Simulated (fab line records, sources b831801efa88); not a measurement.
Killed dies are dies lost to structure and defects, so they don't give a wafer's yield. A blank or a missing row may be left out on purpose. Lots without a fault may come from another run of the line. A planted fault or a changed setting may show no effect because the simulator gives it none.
Which tool did it? | flow sky130 | 7 lots, 20 wafers sampled, at 2 steps of a route of 708

WHAT THE GAUGES READ, wafer by wafer
SKY_NWELL_THK_MEAS_02.
lot  | measured    | on            | NWELL_OXIDATION_THK (nm)
L565 | day 3 04:45 | film_metro-02 | 9.94 10.02 10.04
L567 | day 3 13:17 | film_metro-04 | 9.75 9.80 9.84
L569 | day 3 20:27 | film_metro-03 | 9.88 9.98
L572 | day 4 10:14 | film_metro-03 | 9.58 9.52 9.51
L575 | day 5 06:25 | film_metro-04 | 9.70 9.76 9.70
L580 | day 6 04:05 | film_metro-04 | 9.79 9.74 9.86
L582 | day 6 21:48 | film_metro-02 | 9.73 9.77 9.66

WHICH TOOL RAN EACH LOT (tool, then ch and the chambers of the sampled wafers, then the start)
lot  | SKY_FIELD_ISO_ETCH_17
L565 | rie_si-02 ch 0,1,3, day 2 17:09
L567 | rie_si-02 ch 1,2,3, day 3 04:21
L569 | rie_si-02 ch 1,3, day 3 13:57
L572 | rie_si-02 ch 1,2,3, day 4 03:33
L575 | rie_si-02 ch 0,1,3, day 4 21:03
L580 | rie_si-01 ch 0,3, day 5 22:33
L582 | rie_si-01 ch 0,1,3, day 6 10:39
- SKY_FIELD_ISO_ETCH_17: etches Si in HBr/Cl2/O2, target depth 342 nm, time 97.7 s.

THE ANSWER, worked out from the rows above alone
Rule: what is usual is taken from the lots themselves. Put in order of their means at a reading, lots are off if they are a third of the lots or fewer, leave a main group of 4 or more, and stand apart from it by a gap of 3 or more times the standard deviation of the main group's means; of several such gaps the widest counts. A main group whose means are all the same, to the digits that the tables above print for the reading, isn't used. A lot without any number at a reading at which 4 lots or more have one is off too. The other lots that the step has rows for count as sound.
No lot is off at any reading shown: from this, nothing can be told.

WHAT THE SIMULATOR HAD PUT IN
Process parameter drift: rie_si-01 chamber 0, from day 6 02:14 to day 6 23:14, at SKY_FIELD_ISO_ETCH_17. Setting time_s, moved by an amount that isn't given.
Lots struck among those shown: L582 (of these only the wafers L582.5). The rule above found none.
